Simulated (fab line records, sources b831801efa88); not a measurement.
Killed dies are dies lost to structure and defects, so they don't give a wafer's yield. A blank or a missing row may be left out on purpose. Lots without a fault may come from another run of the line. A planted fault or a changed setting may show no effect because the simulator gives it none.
A struck lot beside a sound one | flow sky130 | 16 steps out of a route of 708
Sound: wafers L339.2, L339.4, L339.6. Struck: wafers L352.1, L352.3, L352.4. The cause comes at the end.
At each step with rows: each side's tool, then ch and its chambers, then its first start. Under that, the readings that differ: sound wafers | struck wafers | difference of the means | sigmas: that difference in standard deviations of wafers without a fault.
alike: readings whose means differ by less than 2 such deviations, and words and numbers that are the same on both sides. not compared: withheld readings, readings that some wafer has no value for, bounds like >300 that may hide the same value, and numbers for which the record gives no deviation and whose values overlap.
The two part at a step that has a row with sigmas, a row that says differs or no value, or rows on one side only. Numbers that don't overlap but have no deviation are shown without sigmas and don't part them. A reading that every wafer of one side lacks parts them only if that side has two wafers or more.

first, 3 steps without rows for these wafers: SKY_METAL2_EXPOSE_12 (exposes mask MM2, target cd 140 nm); SKY_METAL2_PEB_13; SKY_METAL2_DEVELOP_14 (develop time 60 s).
SKY_METAL2_CD_MEAS_15: target cd 140 nm.
  sound on cd_sem-02, day 37 04:13; struck on cd_sem-01, day 41 01:30
  alike: cd_nm
SKY_METAL2_OVL_MEAS_16:
  sound on overlay-02, day 37 04:19; struck on overlay-01, day 41 01:37
  alike: METAL2_OVL
SKY_METAL2_DESCUM_17: chemistry O2, time 8 s.
  sound on rie_metal-01 ch 0, day 37 04:22; struck on rie_metal-01 ch 0,1, day 41 01:39
  alike: drypump_motor_current_A, he_backside_leak_sccm, oes_product_au, rf_fwd_power_W
  not compared: rf_hours_counter_h
SKY_METAL2_ETCH_18: etches BARC in N2/H2, stops on SiO2, time 45.9 s, target depth 60 nm.
  sound on rie_metal-01 ch 0, day 37 04:26; struck on rie_metal-01 ch 0,1, day 41 01:41
  alike: drypump_motor_current_A, he_backside_leak_sccm, n2_flow_sccm, oes_product_au, rf_fwd_power_W, throttle_valve_pct
  not compared: rf_hours_counter_h
SKY_METAL2_METAL_ETCH_19: etches the open film in Cl2/BCl3, stops on SiO2, target depth 360 nm, time 78 s.
  sound on rie_metal-01 ch 0, day 37 04:34; struck on rie_metal-01 ch 0,1, day 41 01:45
  alike: drypump_motor_current_A, he_backside_leak_sccm, oes_product_au, rf_fwd_power_W, throttle_valve_pct
  not compared: rf_hours_counter_h
SKY_METAL2_STRIP_20: strips in O2/N2.
  sound on plasma_asher-03 ch 1, day 37 04:43; struck on plasma_asher-03 ch 0,1, day 41 01:50
  alike: drypump_motor_current_A, n2_flow_sccm, oes_product_au, strip_time_to_endpoint_s
  not compared: rf_hours_counter_h
then, 3 steps without rows for these wafers: SKY_METAL2_STRIP_21 (strips in post etch residue remover, time 1200 s); SKY_METAL2_CLEAN_22 (cleans in IPA, time 180 s); SKY_METAL2_CLEAN_23 (cleans in O3/DIW).
SKY_VIA2_HDPCVD_00: deposits SiO2, target thk 1180 nm, time 196.7 s.
  sound on hdpcvd-02 ch 0,1,2, day 37 05:19; struck on hdpcvd-01 ch 0,1,2, day 41 02:26
  reading                                  | sound          | struck         | difference | sigmas
  model.SiO2_of_VIA2_HDPCVD_00.thk_nm (nm) | 1175 1172 1187 | 1593 1599 1609 | +422       |
SKY_VIA2_THK_MEAS_01:
  sound on film_metro-02, day 37 05:27; struck on film_metro-02, day 41 02:34
  reading              | sound          | struck         | difference | sigmas
  VIA2_HDPCVD_THK (nm) | 1175 1173 1187 | 1592 1600 1609 | +422       | +35
SKY_VIA2_CMP_02: polishes SiO2.
  sound on cmp-02 ch 0,1,3, day 37 05:36; struck on cmp-01 ch 0,1,3, day 41 02:38
  alike: motor_current_A, slurry_flow_ml_min
-- the record jumps here: 9 days lie between the struck wafers' starts before and after (it left off in module VIA2 and takes up again in module PAD_OPEN, whose first step shown is number 708 of the route) --
SKY_PAD_OPEN_PROBE_99:
  sound on prober-02, day 47 08:59; struck on prober-01, day 50 09:07
  alike: defect_limited_yield, killed_at_M0_to_M3, killed_at_M4_up, killed_at_contacts, killed_at_front_end, killed_at_other, killed_dies, killed_open, killed_short, sort_bin_3_pad_short, sort_bin_5_function, sort_bin_6_memory, sort_n_pass, sort_yield_pct

WHERE THEY PART
Only at SKY_VIA2_THK_MEAS_01, within this record. Later steps at which nothing parts them and some readings are alike: SKY_VIA2_CMP_02, SKY_PAD_OPEN_PROBE_99.

WHY: what the simulator had put in
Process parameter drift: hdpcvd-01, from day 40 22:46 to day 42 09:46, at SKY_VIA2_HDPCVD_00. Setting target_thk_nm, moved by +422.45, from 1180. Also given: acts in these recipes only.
